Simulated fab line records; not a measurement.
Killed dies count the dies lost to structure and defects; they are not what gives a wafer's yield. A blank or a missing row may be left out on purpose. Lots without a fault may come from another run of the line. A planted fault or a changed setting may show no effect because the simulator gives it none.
fab line records / flow sky130 / part 2 of 2: steps 26 to 35 of 35
record lots=5 wafers=15 last-day=50
route steps=708 shown METAL1@448 VIA1@458
lots untouched by any fault: they come from a run of this same line in which no faults occurred
start-h: hours from the record's first day to the start of the lot's first wafer shown / wait-h: time in hours since the lot's previous step / " the same as in the row above / L1.1+2: a row that stands for several wafers / - either no value or no given start / * or withheld: withheld / < > ~ a bound
route shown NAME@n: names a module that has steps shown in the file, with the first one's number in the route / usual: average and standard deviation across the fault-free wafers / same: alike in all rows / chamber/n: place in a boat / sites: each site's reading / _std_site: their standard deviation / _edge_site: outer sites' mean less inner sites' / radius-mm: how far each site lies from the wafer's centre / mask NAME#n: copy n / behind: the tool/chamber that last shaped the wafer / hold: cause of the lot's hold/its duration in hours/its outcome / device: which transistor (n, p or np) failed to switch / end of line: the same wafers' tests at the end of the route / for a step that has no rows: nothing shown but its recipe / killed: at the first sort, the dies lost to defects and structure; wafer yield is something else / map: dies across one wafer; x = killed, . = not, _ = none there
set.NAME: setting as actually run; set.NAME@STEP: the setting as run at that earlier step / model.NAME: the simulator's own value behind a step, which no gauge read
certain route steps with their lots: each step a table, each wafer a row
services: a tool's chamber out of use, with start hour (start-h, from the record's first day; less than 0 if before it), hours out, and reason
## steps
# step SKY_VIA1_ETCH_15
# recipe target=SiO2 chemistry=C4F8/O2/Ar target-depth-nm=351 stop-on=TiN mask-material=KrF-thick source-w=1500 bias-w=1200 pressure-mtorr=40 c4f8-flow-sccm=withheld O2_flow_sccm=6 Ar_flow_sccm=300 time-s=54
# usual oes-product-au=0.979/0.0061
lot.wafer=L076.1 tool=rie-diel-03 chamber=1 start-h=830.14 wait-h=0.0 oes-product-au=0.976 rf-hours-counter-h=8
lot.wafer=L076.4 tool=rie-diel-03 chamber=0 start-h=830.14 wait-h=0.0 oes-product-au=0.983 rf-hours-counter-h=16
lot.wafer=L076.5 tool=rie-diel-03 chamber=0 start-h=830.14 wait-h=0.0 oes-product-au=0.973 rf-hours-counter-h=-
lot.wafer=L089.2 tool=rie-diel-03 chamber=3 start-h=908.30 wait-h=0.0 oes-product-au=0.980 rf-hours-counter-h=11
lot.wafer=L089.4 tool=rie-diel-03 chamber=1 start-h=908.30 wait-h=0.0 oes-product-au=0.979 rf-hours-counter-h=9
lot.wafer=L089.6 tool=rie-diel-03 chamber=1 start-h=908.30 wait-h=0.0 oes-product-au=0.974 rf-hours-counter-h=-
lot.wafer=L091.1 tool=rie-diel-02 chamber=3 start-h=918.38 wait-h=0.0 oes-product-au=0.970 rf-hours-counter-h=3
lot.wafer=L091.2 tool=rie-diel-02 chamber=0 start-h=918.38 wait-h=0.0 oes-product-au=0.981 rf-hours-counter-h=18
lot.wafer=L091.5 tool=rie-diel-02 chamber=3 start-h=918.38 wait-h=0.0 oes-product-au=0.971 rf-hours-counter-h=-
lot.wafer=L090.1 tool=rie-diel-04 chamber=0 start-h=918.69 wait-h=0.0 oes-product-au=0.973 rf-hours-counter-h=15
lot.wafer=L090.4 tool=rie-diel-04 chamber=1 start-h=918.69 wait-h=0.0 oes-product-au=0.973 rf-hours-counter-h=11
lot.wafer=L090.6 tool=rie-diel-04 chamber=1 start-h=918.69 wait-h=0.0 oes-product-au=0.980 rf-hours-counter-h=-
lot.wafer=L097.1 tool=rie-diel-03 chamber=0 start-h=963.91 wait-h=0.0 oes-product-au=0.970 rf-hours-counter-h=19
lot.wafer=L097.2 tool=rie-diel-03 chamber=2 start-h=963.91 wait-h=0.0 oes-product-au=0.977 rf-hours-counter-h=10
lot.wafer=L097.4 tool=rie-diel-03 chamber=3 start-h=963.91 wait-h=0.0 oes-product-au=0.973 rf-hours-counter-h=12
# step SKY_VIA1_STRIP_16
# recipe chemistry=O2/N2 power-w=1400 pressure-mtorr=1500 platen-temp-c=withheld o2-flow-sccm=3000 n2-flow-sccm=300 overash-fraction=0.5
# usual drypump-motor-current-A=5.42/0.25 oes-product-au=0.416/0.0047 strip-time-to-endpoint-s=4.460/0.025
lot.wafer=L076.1 tool=plasma-asher-01 chamber=1 start-h=830.19 wait-h=0.0 drypump-motor-current-A=5.31 oes-product-au=0.421 rf-hours-counter-h=6 strip-time-to-endpoint-s=4.509
lot.wafer=L076.4 tool=plasma-asher-01 chamber=0 start-h=830.19 wait-h=0.0 drypump-motor-current-A=5.43 oes-product-au=0.416 rf-hours-counter-h=- strip-time-to-endpoint-s=4.467
lot.wafer=L076.5 tool=plasma-asher-01 chamber=1 start-h=830.19 wait-h=0.0 drypump-motor-current-A=5.30 oes-product-au=0.421 rf-hours-counter-h=- strip-time-to-endpoint-s=4.466
lot.wafer=L089.2 tool=plasma-asher-01 chamber=0 start-h=908.34 wait-h=0.0 drypump-motor-current-A=5.42 oes-product-au=0.412 rf-hours-counter-h=14 strip-time-to-endpoint-s=4.462
lot.wafer=L089.4 tool=plasma-asher-01 chamber=1 start-h=908.34 wait-h=0.0 drypump-motor-current-A=5.34 oes-product-au=0.421 rf-hours-counter-h=- strip-time-to-endpoint-s=4.491
lot.wafer=L089.6 tool=plasma-asher-01 chamber=0 start-h=908.34 wait-h=0.0 drypump-motor-current-A=5.45 oes-product-au=0.408 rf-hours-counter-h=- strip-time-to-endpoint-s=4.488
lot.wafer=L091.1 tool=plasma-asher-01 chamber=0 start-h=918.42 wait-h=0.0 drypump-motor-current-A=5.42 oes-product-au=0.414 rf-hours-counter-h=15 strip-time-to-endpoint-s=4.464
lot.wafer=L091.2 tool=plasma-asher-01 chamber=1 start-h=918.42 wait-h=0.0 drypump-motor-current-A=5.29 oes-product-au=0.409 rf-hours-counter-h=15 strip-time-to-endpoint-s=4.466
lot.wafer=L091.5 tool=plasma-asher-01 chamber=1 start-h=918.42 wait-h=0.0 drypump-motor-current-A=5.31 oes-product-au=0.412 rf-hours-counter-h=- strip-time-to-endpoint-s=4.459
lot.wafer=L090.1 tool=plasma-asher-02 chamber=0 start-h=918.74 wait-h=0.0 drypump-motor-current-A=5.21 oes-product-au=0.417 rf-hours-counter-h=50 strip-time-to-endpoint-s=4.463
lot.wafer=L090.4 tool=plasma-asher-02 chamber=0 start-h=918.74 wait-h=0.0 drypump-motor-current-A=5.21 oes-product-au=0.412 rf-hours-counter-h=- strip-time-to-endpoint-s=4.443
lot.wafer=L090.6 tool=plasma-asher-02 chamber=1 start-h=918.74 wait-h=0.0 drypump-motor-current-A=5.92 oes-product-au=0.414 rf-hours-counter-h=- strip-time-to-endpoint-s=4.436
lot.wafer=L097.1 tool=plasma-asher-01 chamber=1 start-h=963.96 wait-h=0.0 drypump-motor-current-A=5.32 oes-product-au=0.423 rf-hours-counter-h=20 strip-time-to-endpoint-s=4.464
lot.wafer=L097.2 tool=plasma-asher-01 chamber=0 start-h=963.96 wait-h=0.0 drypump-motor-current-A=5.41 oes-product-au=0.410 rf-hours-counter-h=20 strip-time-to-endpoint-s=4.428
lot.wafer=L097.4 tool=plasma-asher-01 chamber=0 start-h=963.96 wait-h=0.0 drypump-motor-current-A=5.43 oes-product-au=0.426 rf-hours-counter-h=- strip-time-to-endpoint-s=4.464
# step SKY_VIA1_STRIP_17
# recipe chemistry=post-etch-residue-remover time-s=1200 temp-c=72.5
lot.wafer=L076.1+4+5 tool=wet-bench-03 chamber=1 start-h=830.29 wait-h=0.1
lot.wafer=L089.2+4+6 tool=wet-bench-04 chamber=1 start-h=908.44 wait-h=0.1
lot.wafer=L091.1+2+5 tool=wet-bench-04 chamber=2 start-h=918.52 wait-h=0.1
lot.wafer=L090.1+4+6 tool=wet-bench-03 chamber=2 start-h=918.84 wait-h=0.1
lot.wafer=L097.1+2+4 tool=wet-bench-01 chamber=0 start-h=964.06 wait-h=0.1
# step SKY_VIA1_CLEAN_18
# recipe chemistry=IPA time-s=180 temp-c=25
lot.wafer=L076.1+4+5 tool=wet-bench-04 chamber=2 start-h=830.63 wait-h=0.0
lot.wafer=L089.2+4+6 tool=wet-bench-01 chamber=0 start-h=908.81 wait-h=0.0
lot.wafer=L091.1+2+5 tool=wet-bench-01 chamber=2 start-h=918.87 wait-h=0.0
lot.wafer=L090.1+4+6 tool=wet-bench-01 chamber=0 start-h=919.18 wait-h=0.0
lot.wafer=L097.1+2+4 tool=wet-bench-03 chamber=0 start-h=964.40 wait-h=0.0
# step SKY_VIA1_CLEAN_19
# recipe chemistry=O3/DIW dry=n2-spin
lot.wafer=L076.1+4+5 tool=wet-bench-01 chamber=1 start-h=830.69 wait-h=0.0
lot.wafer=L089.2+4+6 tool=wet-bench-04 chamber=1 start-h=908.87 wait-h=0.0
lot.wafer=L091.1+2+5 tool=wet-bench-04 chamber=1 start-h=918.92 wait-h=0.0
lot.wafer=L090.1+4+6 tool=wet-bench-04 chamber=2 start-h=919.24 wait-h=0.0
lot.wafer=L097.1+2+4 tool=wet-bench-01 chamber=1 start-h=964.46 wait-h=0.0
# step SKY_VIA1_SPUTTER_20
# recipe material=TiN target-thk-nm=20 chamber-pressure-pa=5 power-w=4000 time-s=80
# usual chamber-pressure-pa=5.001/0.01 throttle-valve-pct=30.2/1.2
lot.wafer=L076.1 tool=pvd-sputter-01 chamber=- start-h=830.79 wait-h=0.0 chamber-pressure-pa=5.015 throttle-valve-pct=28.7
lot.wafer=L076.4 tool=pvd-sputter-01 chamber=- start-h=830.79 wait-h=0.0 chamber-pressure-pa=5.002 throttle-valve-pct=28.8
lot.wafer=L076.5 tool=pvd-sputter-01 chamber=- start-h=830.79 wait-h=0.0 chamber-pressure-pa=5.003 throttle-valve-pct=28.7
lot.wafer=L089.2 tool=pvd-sputter-04 chamber=- start-h=908.97 wait-h=0.0 chamber-pressure-pa=5.003 throttle-valve-pct=32.8
lot.wafer=L089.4 tool=pvd-sputter-04 chamber=- start-h=908.97 wait-h=0.0 chamber-pressure-pa=5.014 throttle-valve-pct=29.9
lot.wafer=L089.6 tool=pvd-sputter-04 chamber=- start-h=908.97 wait-h=0.0 chamber-pressure-pa=4.988 throttle-valve-pct=30.0
lot.wafer=L091.1 tool=pvd-sputter-03 chamber=- start-h=919.02 wait-h=0.0 chamber-pressure-pa=5.007 throttle-valve-pct=31.4
lot.wafer=L091.2 tool=pvd-sputter-03 chamber=- start-h=919.02 wait-h=0.0 chamber-pressure-pa=5.016 throttle-valve-pct=29.2
lot.wafer=L091.5 tool=pvd-sputter-03 chamber=- start-h=919.02 wait-h=0.0 chamber-pressure-pa=5.009 throttle-valve-pct=30.3
lot.wafer=L090.1 tool=pvd-sputter-04 chamber=- start-h=919.33 wait-h=0.0 chamber-pressure-pa=4.989 throttle-valve-pct=30.1
lot.wafer=L090.4 tool=pvd-sputter-04 chamber=- start-h=919.33 wait-h=0.0 chamber-pressure-pa=4.996 throttle-valve-pct=31.1
lot.wafer=L090.6 tool=pvd-sputter-04 chamber=- start-h=919.33 wait-h=0.0 chamber-pressure-pa=4.988 throttle-valve-pct=29.8
lot.wafer=L097.1 tool=pvd-sputter-04 chamber=- start-h=964.55 wait-h=0.0 chamber-pressure-pa=4.997 throttle-valve-pct=30.2
lot.wafer=L097.2 tool=pvd-sputter-04 chamber=- start-h=964.55 wait-h=0.0 chamber-pressure-pa=5.002 throttle-valve-pct=30.0
lot.wafer=L097.4 tool=pvd-sputter-04 chamber=- start-h=964.55 wait-h=0.0 chamber-pressure-pa=5.030 throttle-valve-pct=30.1
# step SKY_VIA1_CVD_21
# recipe material=W target-thk-nm=270 time-s=80.902 temp-c=400 pressure-torr=40
# usual heater-power-w=791/91
lot.wafer=L076.1 tool=cvd-w-01 chamber=0 start-h=830.85 wait-h=0.0 heater-power-w=715
lot.wafer=L076.4 tool=cvd-w-01 chamber=0 start-h=830.85 wait-h=0.0 heater-power-w=734
lot.wafer=L076.5 tool=cvd-w-01 chamber=1 start-h=830.85 wait-h=0.0 heater-power-w=754
lot.wafer=L089.2 tool=cvd-w-02 chamber=0 start-h=909.03 wait-h=0.0 heater-power-w=863
lot.wafer=L089.4 tool=cvd-w-02 chamber=0 start-h=909.03 wait-h=0.0 heater-power-w=865
lot.wafer=L089.6 tool=cvd-w-02 chamber=1 start-h=909.03 wait-h=0.0 heater-power-w=932
lot.wafer=L091.1 tool=cvd-w-01 chamber=1 start-h=919.08 wait-h=0.0 heater-power-w=696
lot.wafer=L091.2 tool=cvd-w-01 chamber=0 start-h=919.08 wait-h=0.0 heater-power-w=676
lot.wafer=L091.5 tool=cvd-w-01 chamber=1 start-h=919.08 wait-h=0.0 heater-power-w=695
lot.wafer=L090.1 tool=cvd-w-02 chamber=0 start-h=919.39 wait-h=0.0 heater-power-w=861
lot.wafer=L090.4 tool=cvd-w-02 chamber=1 start-h=919.39 wait-h=0.0 heater-power-w=954
lot.wafer=L090.6 tool=cvd-w-02 chamber=0 start-h=919.39 wait-h=0.0 heater-power-w=855
lot.wafer=L097.1 tool=cvd-w-01 chamber=1 start-h=964.61 wait-h=0.0 heater-power-w=709
lot.wafer=L097.2 tool=cvd-w-01 chamber=0 start-h=964.61 wait-h=0.0 heater-power-w=683
lot.wafer=L097.4 tool=cvd-w-01 chamber=1 start-h=964.61 wait-h=0.0 heater-power-w=703
# step SKY_VIA1_RS_MEAS_22
# recipe thk-meas-gauge=four-point-probe reads=W_of_VIA1_CVD_21+TiN_of_VIA1_SPUTTER_20
# usual VIA1_W_RS=0.425/0.0043
lot.wafer=L076.1 tool=film-metro-03 chamber=- start-h=830.95 wait-h=0.1 VIA1_W_RS[ohm/sq]=0.432
lot.wafer=L076.4 tool=film-metro-03 chamber=- start-h=830.95 wait-h=0.1 VIA1_W_RS[ohm/sq]=0.430
lot.wafer=L076.5 tool=film-metro-03 chamber=- start-h=830.95 wait-h=0.1 VIA1_W_RS[ohm/sq]=0.431
lot.wafer=L089.2 tool=film-metro-03 chamber=- start-h=909.15 wait-h=0.1 VIA1_W_RS[ohm/sq]=0.424
lot.wafer=L089.4 tool=film-metro-03 chamber=- start-h=909.15 wait-h=0.1 VIA1_W_RS[ohm/sq]=0.419
lot.wafer=L089.6 tool=film-metro-03 chamber=- start-h=909.15 wait-h=0.1 VIA1_W_RS[ohm/sq]=0.419
lot.wafer=L091.1 tool=film-metro-02 chamber=- start-h=919.17 wait-h=0.1 VIA1_W_RS[ohm/sq]=0.432
lot.wafer=L091.2 tool=film-metro-02 chamber=- start-h=919.17 wait-h=0.1 VIA1_W_RS[ohm/sq]=0.427
lot.wafer=L091.5 tool=film-metro-02 chamber=- start-h=919.17 wait-h=0.1 VIA1_W_RS[ohm/sq]=0.428
lot.wafer=L090.1 tool=film-metro-03 chamber=- start-h=919.48 wait-h=0.1 VIA1_W_RS[ohm/sq]=0.426
lot.wafer=L090.4 tool=film-metro-03 chamber=- start-h=919.48 wait-h=0.1 VIA1_W_RS[ohm/sq]=0.420
lot.wafer=L090.6 tool=film-metro-03 chamber=- start-h=919.48 wait-h=0.1 VIA1_W_RS[ohm/sq]=0.426
lot.wafer=L097.1 tool=film-metro-02 chamber=- start-h=964.70 wait-h=0.1 VIA1_W_RS[ohm/sq]=0.428
lot.wafer=L097.2 tool=film-metro-02 chamber=- start-h=964.70 wait-h=0.1 VIA1_W_RS[ohm/sq]=0.426
lot.wafer=L097.4 tool=film-metro-02 chamber=- start-h=964.70 wait-h=0.1 VIA1_W_RS[ohm/sq]=0.424
# step SKY_VIA1_THK_MEAS_23
# recipe thk-meas-gauge=xrf reads=W_of_VIA1_CVD_21
# usual VIA1_W_THK=270/3.7
lot.wafer=L076.1 tool=film-metro-03 chamber=- start-h=831.07 wait-h=0.1 VIA1_W_THK[nm]=267
lot.wafer=L076.4 tool=film-metro-03 chamber=- start-h=831.07 wait-h=0.1 VIA1_W_THK[nm]=267
lot.wafer=L076.5 tool=film-metro-03 chamber=- start-h=831.07 wait-h=0.1 VIA1_W_THK[nm]=265
lot.wafer=L089.2 tool=film-metro-03 chamber=- start-h=909.26 wait-h=0.1 VIA1_W_THK[nm]=270
lot.wafer=L089.4 tool=film-metro-03 chamber=- start-h=909.26 wait-h=0.1 VIA1_W_THK[nm]=273
lot.wafer=L089.6 tool=film-metro-03 chamber=- start-h=909.26 wait-h=0.1 VIA1_W_THK[nm]=273
lot.wafer=L091.1 tool=film-metro-02 chamber=- start-h=919.29 wait-h=0.1 VIA1_W_THK[nm]=264
lot.wafer=L091.2 tool=film-metro-02 chamber=- start-h=919.29 wait-h=0.1 VIA1_W_THK[nm]=266
lot.wafer=L091.5 tool=film-metro-02 chamber=- start-h=919.29 wait-h=0.1 VIA1_W_THK[nm]=265
lot.wafer=L090.1 tool=film-metro-03 chamber=- start-h=919.60 wait-h=0.1 VIA1_W_THK[nm]=270
lot.wafer=L090.4 tool=film-metro-03 chamber=- start-h=919.60 wait-h=0.1 VIA1_W_THK[nm]=275
lot.wafer=L090.6 tool=film-metro-03 chamber=- start-h=919.60 wait-h=0.1 VIA1_W_THK[nm]=269
lot.wafer=L097.1 tool=film-metro-02 chamber=- start-h=964.82 wait-h=0.1 VIA1_W_THK[nm]=265
lot.wafer=L097.2 tool=film-metro-02 chamber=- start-h=964.82 wait-h=0.1 VIA1_W_THK[nm]=267
lot.wafer=L097.4 tool=film-metro-02 chamber=- start-h=964.82 wait-h=0.1 VIA1_W_THK[nm]=266
# step SKY_VIA1_CMP_24
# recipe stop-on=SiO2 t-overpolish-s=15 down-force-psi=3.5 platen-rpm=60 target-thk-nm=0 pad-velocity-m-s=0.94248
# usual motor-current-A=10.6/1.1 overpolish-run-s=14.999/0.0083 platen-rpm=60.00/0.042 time-to-endpoint-s=63/3.5
lot.wafer=L076.4 tool=cmp-02 chamber=1 start-h=831.18 wait-h=0.1 motor-current-A=9.6 overpolish-run-s=15.008 platen-rpm=60.04 time-to-endpoint-s=62
lot.wafer=L076.1 tool=cmp-02 chamber=3 start-h=831.18 wait-h=0.1 motor-current-A=10.1 overpolish-run-s=14.990 platen-rpm=60.04 time-to-endpoint-s=63
lot.wafer=L076.5 tool=cmp-02 chamber=1 start-h=831.18 wait-h=0.1 motor-current-A=9.9 overpolish-run-s=14.998 platen-rpm=60.01 time-to-endpoint-s=63
lot.wafer=L089.4 tool=cmp-01 chamber=3 start-h=909.36 wait-h=0.1 motor-current-A=12.1 overpolish-run-s=14.994 platen-rpm=59.96 time-to-endpoint-s=69
lot.wafer=L089.2 tool=cmp-01 chamber=1 start-h=909.36 wait-h=0.1 motor-current-A=11.2 overpolish-run-s=15.000 platen-rpm=59.99 time-to-endpoint-s=62
lot.wafer=L089.6 tool=cmp-01 chamber=2 start-h=909.36 wait-h=0.1 motor-current-A=10.6 overpolish-run-s=14.996 platen-rpm=60.00 time-to-endpoint-s=62
lot.wafer=L091.1 tool=cmp-01 chamber=0 start-h=919.45 wait-h=0.1 motor-current-A=9.1 overpolish-run-s=14.996 platen-rpm=59.99 time-to-endpoint-s=65
lot.wafer=L091.2 tool=cmp-01 chamber=1 start-h=919.45 wait-h=0.1 motor-current-A=11.4 overpolish-run-s=14.991 platen-rpm=60.04 time-to-endpoint-s=68
lot.wafer=L091.5 tool=cmp-01 chamber=2 start-h=919.45 wait-h=0.1 motor-current-A=11.9 overpolish-run-s=14.994 platen-rpm=59.95 time-to-endpoint-s=67
lot.wafer=L090.1 tool=cmp-02 chamber=0 start-h=919.71 wait-h=0.1 motor-current-A=9.6 overpolish-run-s=15.002 platen-rpm=59.96 time-to-endpoint-s=62
lot.wafer=L090.4 tool=cmp-02 chamber=1 start-h=919.71 wait-h=0.1 motor-current-A=10.4 overpolish-run-s=15.011 platen-rpm=60.00 time-to-endpoint-s=65
lot.wafer=L090.6 tool=cmp-02 chamber=3 start-h=919.71 wait-h=0.1 motor-current-A=10.0 overpolish-run-s=14.986 platen-rpm=60.03 time-to-endpoint-s=64
lot.wafer=L097.2 tool=cmp-01 chamber=3 start-h=964.93 wait-h=0.1 motor-current-A=11.7 overpolish-run-s=15.004 platen-rpm=60.10 time-to-endpoint-s=68
lot.wafer=L097.1 tool=cmp-01 chamber=0 start-h=964.93 wait-h=0.1 motor-current-A=9.2 overpolish-run-s=15.010 platen-rpm=59.96 time-to-endpoint-s=64
lot.wafer=L097.4 tool=cmp-01 chamber=1 start-h=964.93 wait-h=0.1 motor-current-A=11.6 overpolish-run-s=15.003 platen-rpm=60.03 time-to-endpoint-s=64
## services
tool=cmp-01 chamber=- start-h=793.64 hours=3.1 kind=repair
tool=hdpcvd-01 chamber=0 start-h=795.22 hours=7.3 kind=repair
tool=plasma-asher-01 chamber=- start-h=796.20 hours=19.4 kind=repair
tool=rie-metal-01 chamber=- start-h=807.32 hours=14.6 kind=pm
tool=cmp-01 chamber=- start-h=813.94 hours=20.4 kind=pm
tool=rie-metal-04 chamber=- start-h=818.39 hours=2.8 kind=pm
tool=rie-metal-01 chamber=0 start-h=827.48 hours=1.5 kind=repair
tool=rie-diel-03 chamber=2 start-h=844.20 hours=5.2 kind=repair
tool=cmp-02 chamber=- start-h=846.09 hours=0.5 kind=repair
tool=rie-diel-03 chamber=1 start-h=846.24 hours=2.2 kind=repair
tool=rie-diel-03 chamber=- start-h=849.36 hours=14.6 kind=pm
tool=cmp-01 chamber=- start-h=852.52 hours=1.3 kind=repair
tool=cmp-01 chamber=- start-h=861.66 hours=0.2 kind=repair
tool=cmp-02 chamber=- start-h=871.81 hours=4.7 kind=pm
tool=cmp-01 chamber=- start-h=873.86 hours=0.3 kind=repair
tool=rie-metal-04 chamber=0 start-h=874.06 hours=3.7 kind=repair
tool=cmp-02 chamber=- start-h=880.40 hours=4.4 kind=repair
tool=hdpcvd-01 chamber=0 start-h=882.76 hours=2.9 kind=repair
tool=plasma-asher-01 chamber=- start-h=899.61 hours=5.7 kind=repair
tool=hdpcvd-01 chamber=- start-h=900.32 hours=3.1 kind=repair
tool=wet-bench-02 chamber=- start-h=906.86 hours=2.3 kind=repair
tool=cmp-01 chamber=- start-h=913.57 hours=4.0 kind=pm
tool=wet-bench-04 chamber=- start-h=933.60 hours=0.8 kind=repair
tool=rie-diel-03 chamber=- start-h=944.98 hours=15.6 kind=pm
